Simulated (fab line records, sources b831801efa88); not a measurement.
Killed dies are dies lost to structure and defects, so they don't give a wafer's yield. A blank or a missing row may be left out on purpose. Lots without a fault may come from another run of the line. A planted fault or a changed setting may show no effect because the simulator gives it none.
Which tool did it? | flow gf180mcu | 14 lots, 42 wafers sampled, at 4 steps of a route of 602

WHAT THE GAUGES READ, wafer by wafer
GF_HV_LDD_OVL_MEAS_08. Usual: HV_LDD_OVL -0.8 nm, standard deviation 1.6.
lot  | measured     | on         | HV_LDD_OVL (nm) | flag
L530 | day 9 21:01  | overlay-01 | -3.6 -0.3 -2.7  |
L531 | day 10 07:02 | overlay-01 | 0.5 -0.5 0.9    |
L533 | day 11 02:16 | overlay-01 | 0.4 0.9 0.2     |
L535 | day 11 19:22 | overlay-01 | 0.2 0.3 -0.7    |
L534 | day 11 21:55 | overlay-01 | -2.1 -1.8 -3.8  |
L537 | day 12 10:13 | overlay-02 | -1.2 1.2 -3.5   |
L538 | day 13 04:20 | overlay-01 | 2.3 0.5 2.3     |
L540 | day 13 11:01 | overlay-01 | -0.4 0.0 -1.3   |
L541 | day 13 18:08 | overlay-01 | -1.6 -2.3 -3.7  |
L542 | day 14 06:53 | overlay-02 | -2.1 -1.2 0.9   |
L549 | day 15 22:38 | overlay-02 | -2.5 -1.0 -1.0  |
L550 | day 16 03:29 | overlay-02 | -1.0 -4.0 -2.5  |
L551 | day 16 09:58 | overlay-01 | 0.8 -0.8 -0.3   |
L552 | day 16 18:44 | overlay-02 | -0.4 -1.1 -0.8  |

GF_HV_LDD_OVL_MEAS_47. Usual: HV_LDD_03_OVL -0.2 nm, standard deviation 1.5.
lot  | measured     | on         | HV_LDD_03_OVL (nm) | flag
L530 | day 12 05:14 | overlay-01 | 1.2 1.2 1.8        |
L531 | day 12 17:25 | overlay-01 | 1.4 0.0 1.2        |
L533 | day 13 13:04 | overlay-01 | 1.0 1.1 1.0        |
L535 | day 14 09:04 | overlay-02 | -3.1 -2.8 -2.5     |
L534 | day 14 11:37 | overlay-02 | -1.6 1.2 -1.5      |
L537 | day 15 01:26 | overlay-02 | 1.8 0.6 1.9        |
L538 | day 15 21:28 | overlay-02 | 1.1 0.8 1.5        |
L540 | day 16 04:43 | overlay-02 | -0.7 2.2 -0.1      |
L541 | day 16 10:56 | overlay-01 | -1.7 -1.1 -0.2     |
L542 | day 17 01:55 | overlay-01 | -0.2 -3.6 -2.2     |
L549 | day 18 19:19 | overlay-02 | -1.7 1.3 0.2       |
L550 | day 18 22:34 | overlay-02 | -0.7 -1.6 1.2      |
L551 | day 19 13:16 | overlay-01 | 2.9 0.3 0.7        |
L552 | day 19 18:34 | overlay-01 | 1.1 1.9 2.9        |

WHICH TOOL RAN EACH LOT (tool, then ch and the chambers of the sampled wafers, then the start)
lot  | GF_HV_LDD_STRIP_22                   | GF_HV_LDD_IMPLANT_33
L530 | plasma_asher-03 ch 0,1, day 10 15:20 | implanter-02 ch 0, day 11 10:16
L531 | plasma_asher-02 ch 0,1, day 11 02:11 | implanter-03 ch 0, day 11 21:43
L533 | plasma_asher-02 ch 0,1, day 11 21:54 | implanter-04 ch 0, day 12 16:24
L535 | plasma_asher-03 ch 0,1, day 12 15:11 | implanter-04 ch 0, day 13 11:19
L534 | plasma_asher-01 ch 0,1, day 12 17:19 | implanter-02 ch 0, day 13 13:34
L537 | plasma_asher-03 ch 0,1, day 13 05:43 | implanter-03 ch 0, day 14 02:57
L538 | plasma_asher-02 ch 0,1, day 14 01:45 | implanter-02 ch 0, day 14 22:43
L540 | plasma_asher-02 ch 0,1, day 14 08:34 | implanter-03 ch 0, day 15 06:08
L541 | plasma_asher-03 ch 0,1, day 14 15:07 | implanter-03 ch 0, day 15 12:34
L542 | plasma_asher-02 ch 0,1, day 15 03:59 | implanter-03 ch 0, day 16 02:28
L549 | plasma_asher-02 ch 0,1, day 16 20:25 | implanter-03 ch 0, day 17 19:49
L550 | plasma_asher-03 ch 0,1, day 17 03:01 | implanter-03 ch 0, day 18 01:46
L551 | plasma_asher-01 ch 0,1, day 17 09:08 | implanter-04 ch 0, day 18 12:44
L552 | plasma_asher-01 ch 0,1, day 17 17:43 | implanter-04 ch 0, day 18 17:37
- GF_HV_LDD_STRIP_22: strips in O2/N2.
- GF_HV_LDD_IMPLANT_33

WHAT THE TOOLS THEMSELVES READ (means of the sampled wafers that have a number; where no wafer has one, the mark that the record gives instead)
GF_HV_LDD_STRIP_22. Usual: drypump_motor_current_A 5.7 A, standard deviation 0.34; heater_power_w 321 W, standard deviation 52; oes_product_au 0.716 a.u., standard deviation 0.0048; strip_time_to_endpoint_s 12.65 s, standard deviation 0.046.
lot  | tool            | drypump_motor_current_A (A) | heater_power_w (W) | oes_product_au (a.u.) | strip_time_to_endpoint_s (s) | flag
L530 | plasma_asher-03 | 5.6                         | 360                | 0.716                 | 12.69                        |
L531 | plasma_asher-02 | 6.0                         | 293                | 0.714                 | 12.62                        |
L533 | plasma_asher-02 | 6.0                         | 294                | 0.712                 | 12.70                        |
L535 | plasma_asher-03 | 5.6                         | 371                | 0.718                 | 12.70                        |
L534 | plasma_asher-01 | 5.4                         | 285                | 0.711                 | 12.64                        |
L537 | plasma_asher-03 | 5.5                         | 367                | 0.714                 | 12.70                        |
L538 | plasma_asher-02 | 6.0                         | 290                | 0.720                 | 12.74                        |
L540 | plasma_asher-02 | 6.0                         | 290                | 0.715                 | 12.70                        |
L541 | plasma_asher-03 | 5.6                         | 403                | 0.712                 | 12.63                        |
L542 | plasma_asher-02 | 5.9                         | 298                | 0.718                 | 12.61                        |
L549 | plasma_asher-02 | 5.9                         | 296                | 0.722                 | 12.56                        |
L550 | plasma_asher-03 | 5.6                         | 404                | 0.717                 | 12.64                        |
L551 | plasma_asher-01 | 5.1                         | 306                | 0.719                 | 12.57                        |
L552 | plasma_asher-01 | 5.4                         | 288                | 0.716                 | 12.58                        |

GF_HV_LDD_IMPLANT_33. Usual: dose_ions_cm2 7.501e+12, standard deviation 8.3e+09; end_station_pressure_torr 5.01e-06 Torr, standard deviation 2.6e-07; rotation_deg 0.004 degrees, standard deviation 0.017.
lot  | tool         | dose_ions_cm2 | end_station_pressure_torr (Torr) | rotation_deg (degrees) | flag
L530 | implanter-02 | 7.490e+12     | 4.97e-06                         | 0.013                  |
L531 | implanter-03 | 7.489e+12     | 4.96e-06                         | 0.005                  |
L533 | implanter-04 | 7.508e+12     | 4.82e-06                         | 0.011                  |
L535 | implanter-04 | 7.501e+12     | 4.92e-06                         | 0.006                  |
L534 | implanter-02 | 7.507e+12     | 5.22e-06                         | -0.001                 |
L537 | implanter-03 | 7.495e+12     | 5.11e-06                         | 0.010                  |
L538 | implanter-02 | 7.503e+12     | 5.00e-06                         | 0.000                  |
L540 | implanter-03 | 7.506e+12     | 4.95e-06                         | -0.008                 |
L541 | implanter-03 | 7.504e+12     | 4.77e-06                         | 0.004                  |
L542 | implanter-03 | 7.502e+12     | 5.24e-06                         | 0.017                  |
L549 | implanter-03 | 7.508e+12     | 5.14e-06                         | -56.556                | OFF
L550 | implanter-03 | 7.507e+12     | 4.90e-06                         | -56.536                | OFF
L551 | implanter-04 | 7.501e+12     | 5.26e-06                         | -0.016                 |
L552 | implanter-04 | 7.501e+12     | 5.03e-06                         | -0.006                 |

THE ANSWER, worked out from the rows above alone
Rule: a lot is off if the mean of its wafers that have a number lies more than 3 standard deviations from the usual mean. A lot without any number at a reading at which 4 lots or more have one is off too. The other lots that the step has rows for count as sound. The gauges are gone through in route order, then the tools' own readings, and for those a lot's mean is taken as printed above. The first step at which some lot is off is used, and at that step the reading that is off furthest; a lot without a number counts as furthest.
Off: L549, L550, at GF_HV_LDD_IMPLANT_33 (rotation_deg).
A tool fits if, at that step or a process step before it, it ran every lot that is off, and no sound lot after the first of them. One fits: implanter-03 at GF_HV_LDD_IMPLANT_33. Its last sound lot is L542 (day 16 02:28), its first lot that is off L549 (day 17 19:49): a fault that began between those two fits.
The tool's own readings at GF_HV_LDD_IMPLANT_33 bear it out: on the lots that are off they differ by more than 5 times the standard deviation of the sound lots' means. rotation_deg reads -56.546 degrees there against 0.003 degrees on the sound lots.

WHAT THE SIMULATOR HAD PUT IN
Process parameter drift: implanter-03, from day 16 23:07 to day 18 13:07, at GF_HV_LDD_IMPLANT_33. Setting rotation_deg, moved by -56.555, from 0. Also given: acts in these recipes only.
Lots struck among those shown: L549, L550. The rule above found the same.
